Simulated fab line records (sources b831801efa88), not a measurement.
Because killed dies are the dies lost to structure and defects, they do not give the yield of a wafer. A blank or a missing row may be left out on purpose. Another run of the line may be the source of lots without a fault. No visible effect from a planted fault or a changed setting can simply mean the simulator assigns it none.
fab line records    flow gf180mcu
record lots=5  wafers=15  lastDay=34
route steps=602 shown NWELL@52 LVPWELL@54 MVSD@66 PASSIVATION@602
lots untouched by any fault: they come from a run of this same line in which no faults occurred
startH: hours from the record's first day to the start of the lot's first wafer shown    waitH: hours from the lot's prior step to this one    " same as the row above    L1.1+2: a row that stands for several wafers    - no value, or no start was given    * or withheld: withheld    < > ~ a bound
route shown NAME@n: names a module that has steps shown in the file, with the first one's number in the route    usual: mean/standard deviation of fault-free wafers    same: alike in all rows    chamber/n: place in a boat    sites: each site's reading    _std_site: standard deviation of those values    _edge_site: mean of outer sites minus mean of inner sites    radiusMm: how far each site lies from the wafer's centre    mask NAME#n: copy n    behind: the most recent tool/chamber to have shaped the wafer    hold: cause of the lot's hold/its duration in hours/its outcome    device: whichever transistor did not switch (one of n, p or np)    end of line: the tests these same wafers got at the end of their route    where a step has no rows: the recipe by itself    killed: the dies lost at the first sort to structure and to defects; this is not the yield of the wafer    map: shows each die of a wafer: x if killed, . if not, _ if none is there
set.NAME: the setting the step ran with; set.NAME@STEP: the setting that earlier step ran with    model.NAME: the simulator's own value behind a step, which no gauge read
lots at selected steps of the route; one table per step, one row per wafer
services: a tool's chamber out of use, with start hour (startH, from the record's first day; less than 0 if before it), hours out, and reason
## steps
# step GF_NWELL_STRIP_10
# recipe chemistry=O2/N2  powerW=1400  pressureMtorr=1500  platenTempC=250  o2FlowSccm=3000  n2FlowSccm=300  overashFraction=0.5
# usual drypumpMotorCurrentA=5.6/0.37  heaterPowerW=318/42  oesProductAu=0.722/0.0047  stripTimeToEndpointS=36.97/0.1
lot.wafer  tool            chamber  startH  waitH  drypumpMotorCurrentA  heaterPowerW  oesProductAu  rfHoursCounterH  stripTimeToEndpointS
L728.1     plasmaAsher-03  0        111.13  0.1    6.0                   298           0.713         50               36.93
L728.2     "               1        "       "      5.4                   410           0.722         50               36.91
L728.5     "               1        "       "      5.4                   395           0.722         -                36.94
L732.1     plasmaAsher-02  1        137.08  0.1    5.5                   290           0.725         2                37.02
L732.4     "               0        "       "      6.4                   358           0.726         -                37.08
L732.5     "               0        "       "      6.4                   365           0.725         -                36.97
L736.1     plasmaAsher-04  1        157.80  0.1    5.8                   319           0.720         39               36.92
L736.4     "               1        "       "      5.8                   312           0.715         -                37.09
L736.6     "               0        "       "      5.2                   286           0.731         -                37.00
L738.1     plasmaAsher-02  0        170.65  0.1    6.4                   375           0.722         3                36.82
L738.3     "               1        "       "      5.4                   290           0.726         -                36.85
L738.4     "               0        "       "      6.4                   366           0.720         -                36.77
L740.1     plasmaAsher-04  0        180.94  0.1    5.2                   275           0.715         42               37.07
L740.2     "               1        "       "      5.8                   319           0.724         42               37.12
L740.6     "               1        "       "      5.8                   310           0.719         -                36.99
# step GF_NWELL_TW_MEAS_11
# usual NWELL_TW=1568/7.3
lot.wafer  tool          chamber  startH  waitH  NWELL_TW
L728.1     filmMetro-03  -        111.23  0.1    1569
L728.2     "             -        "       "      1570
L728.5     "             -        "       "      1573
L732.1     filmMetro-03  -        137.18  0.1    1565
L732.4     "             -        "       "      1562
L732.5     "             -        "       "      1560
L736.1     filmMetro-02  -        157.90  0.1    1569
L736.4     "             -        "       "      1565
L736.6     "             -        "       "      1569
L738.1     filmMetro-02  -        170.77  0.1    1576
L738.3     "             -        "       "      1570
L738.4     "             -        "       "      1573
L740.1     filmMetro-01  -        181.04  0.1    1572
L740.2     "             -        "       "      1573
L740.6     "             -        "       "      1586
# step GF_LVPWELL_DEHYDRATE_00
# recipe tempC=200  timeS=60
# step GF_LVPWELL_HMDS_01
# recipe primeTimeS=60  primeTempC=120
# step GF_LVPWELL_COAT_02
# recipe spinRpm=2000  resistThkNm=3000
# step GF_LVPWELL_SOFTBAKE_03
# recipe tempC=110  timeS=withheld
# step GF_LVPWELL_EXPOSE_04
# recipe maskId=LVPWELL  targetCdNm=600  na=0.6  sourceShape=conventional  sigmaOuter=0.6  doseMj=260
# step GF_LVPWELL_PEB_05
# recipe tempC=115  timeS=withheld
# step GF_LVPWELL_DEVELOP_06
# recipe wallAngleDeg=90  developTimeS=60  devTempC=23
# step GF_LVPWELL_OVL_MEAS_07
# usual LVPWELL_OVL=0.1/1.4
lot.wafer  tool        chamber  startH  waitH  LVPWELL_OVL[nm]
L728.1     overlay-01  -        125.77  -      1.2
L728.2     "           -        "       "      0.6
L728.5     "           -        "       "      1.1
L732.1     overlay-02  -        152.74  -      2.1
L732.4     "           -        "       "      1.4
L732.5     "           -        "       "      1.7
L736.1     overlay-02  -        174.81  -      1.0
L736.4     "           -        "       "      0.9
L736.6     "           -        "       "      1.9
L738.1     overlay-01  -        187.36  -      -2.1
L738.3     "           -        "       "      -0.3
L738.4     "           -        "       "      -2.2
L740.1     overlay-01  -        197.06  -      0.3
L740.2     "           -        "       "      -0.7
L740.6     "           -        "       "      -0.1
# step GF_LVPWELL_IMPLANT_08
# recipe species=B  energyKev=170  doseCm2=1.5e+13  tiltDeg=0
# step GF_LVPWELL_IMPLANT_09
# recipe species=B  energyKev=60  doseCm2=5e+12  tiltDeg=0
# step GF_LVPWELL_STRIP_10
# recipe chemistry=O2/N2  powerW=1400  pressureMtorr=1500  platenTempC=250  o2FlowSccm=3000  n2FlowSccm=300  overashFraction=0.5
# usual drypumpMotorCurrentA=5.7/0.45  heaterPowerW=315/28  oesProductAu=0.722/0.0048  stripTimeToEndpointS=37.01/0.12
lot.wafer  tool            chamber  startH  waitH  drypumpMotorCurrentA  heaterPowerW  oesProductAu  rfHoursCounterH  stripTimeToEndpointS  model.coat_of_LVPWELL_COAT_02.thkNm
L728.1     plasmaAsher-04  1        126.10  0.1    5.8                   317           0.971         36               -                     327.6
L728.2     "               0        "       "      5.2                   284           0.966         36               -                     326.5
L728.5     "               0        "       "      5.2                   274           0.962         -                -                     327.6
L732.1     plasmaAsher-01  1        153.07  0.1    5.2                   343           0.723         47               36.94                 0
L732.4     "               0        "       "      6.2                   308           0.731         -                37.01                 0
L732.5     "               1        "       "      5.2                   343           0.724         -                36.96                 0
L736.1     plasmaAsher-04  0        175.14  0.1    5.2                   274           0.715         41               36.90                 0
L736.4     "               0        "       "      5.2                   273           0.715         -                37.12                 0
L736.6     "               1        "       "      5.8                   315           0.721         -                37.00                 0
L738.1     plasmaAsher-02  0        187.69  0.1    6.3                   364           0.721         5                36.79                 0
L738.3     "               0        "       "      6.4                   362           0.722         -                36.91                 0
L738.4     "               1        "       "      5.4                   294           0.716         -                36.98                 0
L740.1     plasmaAsher-02  1        197.40  0.1    5.5                   283           0.719         7                37.10                 0
L740.2     "               0        "       "      6.3                   361           0.723         7                37.08                 0
L740.6     "               0        "       "      6.4                   373           0.730         -                37.10                 0
# step GF_LVPWELL_TW_MEAS_11
# usual LVPWELL_TW=559/3.1
lot.wafer  tool          chamber  startH  waitH  LVPWELL_TW
L728.1     filmMetro-01  -        126.20  0.1    560
L728.2     "             -        "       "      560
L728.5     "             -        "       "      561
L732.1     filmMetro-01  -        153.17  0.1    563
L732.4     "             -        "       "      561
L732.5     "             -        "       "      557
L736.1     filmMetro-02  -        175.24  0.1    558
L736.4     "             -        "       "      559
L736.6     "             -        "       "      560
L738.1     filmMetro-03  -        187.79  0.1    553
L738.3     "             -        "       "      551
L738.4     "             -        "       "      553
L740.1     filmMetro-02  -        197.50  0.1    557
L740.2     "             -        "       "      559
L740.6     "             -        "       "      558
# step GF_MVSD_DEHYDRATE_00
# recipe tempC=200  timeS=60
# step GF_MVSD_HMDS_01
# recipe primeTimeS=60  primeTempC=120
# step GF_MVSD_COAT_02
# recipe spinRpm=2000  resistThkNm=3000
# step GF_MVSD_SOFTBAKE_03
# recipe tempC=110  timeS=withheld
# step GF_MVSD_EXPOSE_04
# recipe maskId=MVSD  targetCdNm=1000  na=0.6  sourceShape=conventional  sigmaOuter=0.6  doseMj=260
# step GF_MVSD_PEB_05
# recipe tempC=115  timeS=withheld
# step GF_MVSD_DEVELOP_06
# recipe wallAngleDeg=90  developTimeS=60  devTempC=23
# step GF_MVSD_OVL_MEAS_07
# usual MVSD_OVL=1.0/1.2
lot.wafer  tool        chamber  startH  waitH  MVSD_OVL[nm]
L728.1     overlay-01  -        140.45  -      0.6
L728.2     "           -        "       "      1.4
L728.5     "           -        "       "      0.1
L732.1     overlay-02  -        169.32  -      2.5
L732.4     "           -        "       "      1.1
L732.5     "           -        "       "      1.1
L736.1     overlay-02  -        191.96  -      2.0
L736.4     "           -        "       "      1.4
L736.6     "           -        "       "      1.5
L738.1     overlay-02  -        204.70  -      1.4
L738.3     "           -        "       "      1.7
L738.4     "           -        "       "      0.9
L740.1     overlay-01  -        214.64  -      0.6
L740.2     "           -        "       "      0.3
L740.6     "           -        "       "      0.9
# step GF_MVSD_IMPLANT_08
# recipe species=P  energyKev=400  doseCm2=1.6e+13  tiltDeg=0
# step GF_MVSD_IMPLANT_09
# recipe species=P  energyKev=100  doseCm2=5e+12  tiltDeg=0
# step GF_MVSD_STRIP_10
# recipe chemistry=O2/N2  powerW=1400  pressureMtorr=1500  platenTempC=250  o2FlowSccm=3000  n2FlowSccm=300  overashFraction=0.5
# usual drypumpMotorCurrentA=5.7/0.46  heaterPowerW=330/35  oesProductAu=0.723/0.0044  stripTimeToEndpointS=36.96/0.11
lot.wafer  tool            chamber  startH  waitH  drypumpMotorCurrentA  heaterPowerW  oesProductAu  rfHoursCounterH  stripTimeToEndpointS
L728.1     plasmaAsher-01  0        140.78  0.1    6.2                   305           0.718         45               41.72
L728.2     "               1        "       "      5.2                   335           0.730         45               41.65
L728.5     "               0        "       "      6.2                   313           0.727         -                41.74
L732.1     plasmaAsher-02  0        169.65  0.1    6.3                   365           0.719         3                36.98
L732.4     "               1        "       "      5.4                   294           0.737         -                37.01
L732.5     "               0        "       "      6.3                   368           0.723         -                37.02
L736.1     plasmaAsher-02  1        192.30  0.1    5.5                   288           0.719         6                37.05
L736.4     "               0        "       "      6.3                   367           0.721         -                37.04
L736.6     "               1        "       "      5.4                   287           0.725         -                36.97
L738.1     plasmaAsher-01  0        205.03  0.1    6.2                   303           0.725         51               36.82
L738.3     "               1        "       "      5.2                   334           0.718         -                36.90
L738.4     "               0        "       "      6.2                   306           0.716         -                36.90
L740.1     plasmaAsher-01  1        214.97  0.1    5.2                   339           0.730         52               36.93
L740.2     "               0        "       "      6.2                   302           0.719         52               36.86
L740.6     "               1        "       "      5.2                   344           0.717         -                36.78
# step GF_MVSD_TW_MEAS_11
# usual MVSD_TW=1572/9.2
lot.wafer  tool          chamber  startH  waitH  hold                     MVSD_TW
L728.1     filmMetro-03  -        140.88  0.1    awaitDispo/0.2h/release  1494
L728.2     "             -        "       "      awaitDispo/0.2h/release  1492
L728.5     "             -        "       "      awaitDispo/0.2h/release  1495
L728.1     filmMetro-03  -        141.15  0.3    -                        1491
L728.2     "             -        "       "      -                        1498
L728.5     "             -        "       "      -                        1494
L732.1     filmMetro-03  -        169.75  0.1    -                        1560
L732.4     "             -        "       "      -                        1554
L732.5     "             -        "       "      -                        1557
L736.1     filmMetro-01  -        192.40  0.1    -                        1578
L736.4     "             -        "       "      -                        1577
L736.6     "             -        "       "      -                        1582
L738.1     filmMetro-03  -        205.13  0.1    -                        1562
L738.3     "             -        "       "      -                        1576
L738.4     "             -        "       "      -                        1570
L740.1     filmMetro-01  -        215.07  0.1    -                        1572
L740.2     "             -        "       "      -                        1569
L740.6     "             -        "       "      -                        1567
# step GF_PASSIVATION_PROBE_99
lot.wafer  tool       chamber  startH  waitH  hold                   model.etest.nDrift.rsOhmSq  model.etest.ldnmos_10p0.rOnOhmUm  model.etest.ldnmos_10p0.driveUaUm  model.etest.ldnmos_10p0.offLog10AUm
L728.1     prober-01  -        752.05  0.1    awaitDispo/1.3h/scrap  1.369e+04                   5891                              322.9                              -12.08
L728.2     prober-01  -        752.10  0.1    awaitDispo/1.3h/scrap  1.285e+04                   5742                              324.1                              -12.05
L728.5     prober-01  -        752.25  0.2    awaitDispo/1.3h/scrap  1.167e+04                   5621                              330.9                              -11.9
L732.1     prober-01  -        784.05  0.1    -                      1122                        3773                              528.9                              -12.92
L732.4     prober-01  -        784.20  0.2    -                      1135                        3790                              524.4                              -13.16
L732.5     prober-01  -        784.25  0.2    -                      1121                        3759                              529.6                              -12.89
L736.1     prober-01  -        803.03  0.1    -                      1217                        3725                              523.8                              -12.92
L736.4     prober-01  -        803.18  0.2    -                      1242                        3724                              526.5                              -12.85
L736.6     prober-01  -        803.28  0.2    -                      1226                        3715                              530.9                              -12.93
L738.1     prober-02  -        810.36  0.1    -                      1145                        3711                              545                                -13.02
L738.3     prober-02  -        810.46  0.2    -                      1167                        3716                              543.3                              -13.12
L738.4     prober-02  -        810.51  0.2    -                      1150                        3729                              539.1                              -12.88
L740.1     prober-02  -        821.46  0.1    -                      1161                        3767                              531.8                              -12.98
L740.2     prober-02  -        821.51  0.1    -                      1158                        3732                              534.9                              -13.18
L740.6     prober-02  -        821.71  0.2    -                      1181                        3773                              534.1                              -13.08
# killed by level:class
L732.1 CONTACT:geometricParticle:open=6 V4:geometricParticle:open=5 M3:geometricParticle:short=4 POLY_GATE:geometricParticle:open=3 M2:geometricParticle:open=3 V2:geometricParticle:open=3 STI:geometricParticle:open=2 STI:geometricParticle:short=2
L732.4 V2:geometricParticle:open=5 M3:geometricParticle:short=5 V3:geometricParticle:open=4 V3:geometricParticle:short=3 STI:geometricParticle:short=2 POLY_GATE:geometricParticle:short=2 CONTACT:geometricParticle:short=2 M1:geometricParticle:short=2
L732.5 V2:geometricParticle:open=7 STI:geometricParticle:short=4 V3:geometricParticle:open=4 V4:geometricParticle:open=4 POLY_GATE:geometricParticle:short=3 V5:geometricParticle:open=3 STI:geometricParticle:open=2 POLY_GATE:geometricParticle:open=2
L736.1 V1:geometricParticle:open=4 M4:geometricParticle:short=4 V3:geometricParticle:open=4 V5:geometricParticle:open=4 V5:geometricParticle:short=4 STI:geometricParticle:short=3 CONTACT:geometricParticle:open=3 V2:geometricParticle:open=3
L736.4 V2:geometricParticle:open=6 V4:geometricParticle:open=6 V1:geometricParticle:open=5 STI:geometricParticle:short=4 STI:geometricParticle:open=3 V1:geometricParticle:short=3 CONTACT:geometricParticle:short=3 CONTACT:geometricParticle:open=3
L736.6 V2:geometricParticle:open=7 V4:geometricParticle:open=6 V5:geometricParticle:open=6 STI:geometricParticle:open=5 V3:geometricParticle:open=5 CONTACT:geometricParticle:short=4 STI:geometricParticle:short=3 CONTACT:geometricParticle:open=3
L738.1 V4:geometricParticle:open=7 V1:geometricParticle:short=5 STI:geometricParticle:short=4 V1:geometricParticle:open=4 V2:geometricParticle:open=2 TOP_METAL:geometricParticle:short=2 M3:geometricParticle:short=2 POLY_GATE:geometricParticle:open=1
L738.3 CONTACT:geometricParticle:open=7 V4:geometricParticle:open=5 V5:geometricParticle:open=5 STI:geometricParticle:short=3 POLY_GATE:geometricParticle:open=3 CONTACT:geometricParticle:short=3 M1:geometricParticle:short=3 V1:geometricParticle:open=3
L738.4 STI:geometricParticle:open=6 V1:geometricParticle:open=4 V2:geometricParticle:open=4 STI:geometricParticle:short=3 CONTACT:geometricParticle:open=3 V1:geometricParticle:short=3 SALICIDE:geometricParticle:open=2 CONTACT:geometricParticle:short=2
L740.1 CONTACT:geometricParticle:open=4 V4:geometricParticle:open=4 STI:geometricParticle:short=3 V1:geometricParticle:short=3 V1:geometricParticle:open=3 TOP_METAL:geometricParticle:short=3 STI:geometricParticle:open=2 M2:geometricParticle:short=2
L740.2 CONTACT:geometricParticle:open=5 V1:geometricParticle:open=4 V3:geometricParticle:open=4 V5:geometricParticle:open=4 V2:geometricParticle:open=3 V2:geometricParticle:short=2 M1:geometricParticle:short=2 V4:geometricParticle:open=2
L740.6 CONTACT:geometricParticle:open=5 V3:geometricParticle:open=5 STI:geometricParticle:short=3 V5:geometricParticle:open=3 V1:geometricParticle:short=2 V1:geometricParticle:open=2 V2:geometricParticle:open=2 M4:geometricParticle:short=2
# map L736.6 (x killed, . not)
__________x..x......_________
________x...x....x...._______
______x...x.......x....._____
_____.......x............____
____x.....................___
___....xx......xx..........__
__...........xx............._
_....................x.......
_............x........x......
_.x.x..x.......x........x....
_........xx..................
_............x...x...........
_.........xxx.x....xx.....x..
_....x.x...................xx
_............................
__x.......x.x..............._
___..x................x....__
____x.x..x...x.xx...x.....___
_____....x..............x____
______....x......xxx...._____
________.............._______
__________x........._________
# map L732.5 (x killed, . not)
__________......x..._________
________...........xx._______
______.........x.x....x._____
_____.....x..............____
____....x....x..........x.___
___..............x.........__
__x.......x............xx.x._
_.....x..x.........x.........
_.................xx.x.x.....
_.....................x....x.
_...x.............x.......x..
_.............x.............x
_............................
_.........xx.................
_............................
__.......x.xx.x.x..x...x...._
___.x....x.................__
____......x..x.....x......___
_____.....xx....x...x....____
______......x....x...x.._____
________............x._______
__________........x._________
## services
tool            chamber  startH  hours  kind
plasmaAsher-02  -        111.13  9.0    pm
plasmaAsher-02  0        111.13  9.0    ventCycle
plasmaAsher-02  1        111.13  9.0    ventCycle
plasmaAsher-02  0        120.13  -      clean
plasmaAsher-02  1        120.13  -      clean
plasmaAsher-02  -        143.25  15.6   pm
plasmaAsher-01  -        185.95  8.8    repair
## key
firstSign step=GF_LVPWELL_STRIP_10  reading=oesProductAu  direction=up  sigmas=51  usual=0.722  struck=0.966
effect step=GF_MVSD_STRIP_10  reading=stripTimeToEndpointS  direction=up  sigmas=44  usual=*  struck=*
effect step=GF_MVSD_TW_MEAS_11  reading=visit  direction=added
effect step=GF_MVSD_TW_MEAS_11  reading=MVSD_TW  direction=down  sigmas=8.5  usual=1572  struck=1494
effect step=GF_PASSIVATION_PROBE_99  reading=hold  direction=added
modelEffect step=GF_LVPWELL_STRIP_10  value=coat_of_LVPWELL_COAT_02.thkNm  without=0  struck=327.2
modelEffect step=GF_PASSIVATION_PROBE_99  value=etest.nDrift.rsOhmSq  without=1177  struck=1.274e+04
metAt GF_LVPWELL_STRIP_10
struckWafers L728.1,L728.2,L728.5
sortLeftOut L728.1,L728.2,L728.5
testerLeftOut L728
fault kind=stripAborted  tool=plasmaAsher-04  chamber=-  onsetH=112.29  steps=GF_LVPWELL_STRIP_10  offset=0.4202  endH=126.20
# testerLeftOut: of these lots the tester's yield and bins aren't shown, on N5 and GAA mostly nor the transistor test; their killed dies are dies lost to structure and defects alone, not to doping, threshold or leakage, so they don't give the yield
# sortLeftOut: the simulated sort isn't trusted on such a fault, so these wafers' sort isn't shown, and their yield isn't known
